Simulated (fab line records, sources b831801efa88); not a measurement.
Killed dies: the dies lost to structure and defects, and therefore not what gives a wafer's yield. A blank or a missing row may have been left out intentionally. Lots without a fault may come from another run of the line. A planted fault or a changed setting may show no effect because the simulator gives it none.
Chamber matching | flow gf180mcu | GF_HV_LDD_ETCHBACK_58 on rie_diel-01 has 4 sister chambers
The step etches Si3N4 in CH3F/O2, stops on SiO2, time 100 s, target depth 90 nm. 16 wafers are shown with their chamber, then 8 later ones without.

WAFERS, EACH WITH ITS CHAMBER
wafer  | chamber | drypump_motor_current_A (A) | oes_product_au (a.u.) | throttle_valve_pct (%)
L430.3 | 3       | 6.0                         | 0.847                 | 10.568
L430.4 | 2       | 6.2                         | 0.849                 | 10.553
L430.5 | 3       | 5.9                         | 0.847                 | 10.558
L432.2 | 1       | 6.3                         | 0.842                 | 10.561
L432.4 | 2       | 6.2                         | 0.842                 | 10.560
L432.5 | 0       | 5.9                         | 0.844                 | 10.559
L433.2 | 0       | 5.9                         | 0.841                 | 10.561
L433.3 | 1       | 6.3                         | 0.838                 | 10.572
L433.5 | 2       | 6.2                         | 0.836                 | 10.558
L434.3 | 1       | 6.3                         | 0.846                 | 10.573
L434.4 | 0       | 5.8                         | 0.854                 | 10.559
L434.5 | 1       | 6.3                         | 0.846                 | 10.555
L447.1 | 0       | 5.8                         | 0.837                 | 10.566
L447.5 | 2       | 6.2                         | 0.841                 | 10.557
L447.6 | 1       | 6.3                         | 0.843                 | 10.557
L449.1 | 1       | 6.3                         | 0.843                 | 10.544

SIGNATURES (averages over the wafers above)
reading                 | chamber 0 | chamber 1 | chamber 2 | chamber 3 | scatter within a chamber
drypump_motor_current_A | 5.850     | 6.300     | 6.200     | 5.950     | 0.0354
oes_product_au          | 0.84400   | 0.84300   | 0.84200   | 0.84700   | 0.0049
throttle_valve_pct      | 10.56125  | 10.56033  | 10.55700  | 10.56300  | 0.0077
Rule: a wafer's distance from a chamber is the root of the sum, over the readings, of the square of ((its reading less the chamber's mean) divided by the reading's scatter). If the next closest chamber is less than 2 further off than the closest, the wafer can't be placed; otherwise it belongs to the closest. The scatter: take each reading less its chamber's mean, square it, sum over the shown wafers, divide by the number of wafers less the number of chambers, and take the root.

WAFERS WHOSE CHAMBER IS MISSING
wafer  | drypump_motor_current_A (A) | oes_product_au (a.u.) | throttle_valve_pct (%)
L449.2 | 6.0                         | 0.848                 | 10.554
L449.6 | 5.8                         | 0.846                 | 10.556
L451.2 | 5.8                         | 0.838                 | 10.561
L451.3 | 6.0                         | 0.840                 | 10.580
L451.4 | 6.2                         | 0.847                 | 10.552
L453.1 | 6.3                         | 0.844                 | 10.582
L453.2 | 5.8                         | 0.840                 | 10.558
L453.3 | 6.0                         | 0.843                 | 10.583

CHAMBER TAKEN BY EACH
wafer  | from the rows above     | in truth
L449.2 | 3                       | 3
L449.6 | 0                       | 0
L451.2 | 0                       | 0
L451.3 | can't be placed: 3 or 0 | 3
L451.4 | can't be placed: 2 or 1 | 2
L453.1 | can't be placed: 1 or 2 | 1
L453.2 | 0                       | 0
L453.3 | 3                       | 3
Correctly placed: 5 of 8. These rows do not allow placing 3 (true chamber among the candidates in 3). Placed wrongly: 0.
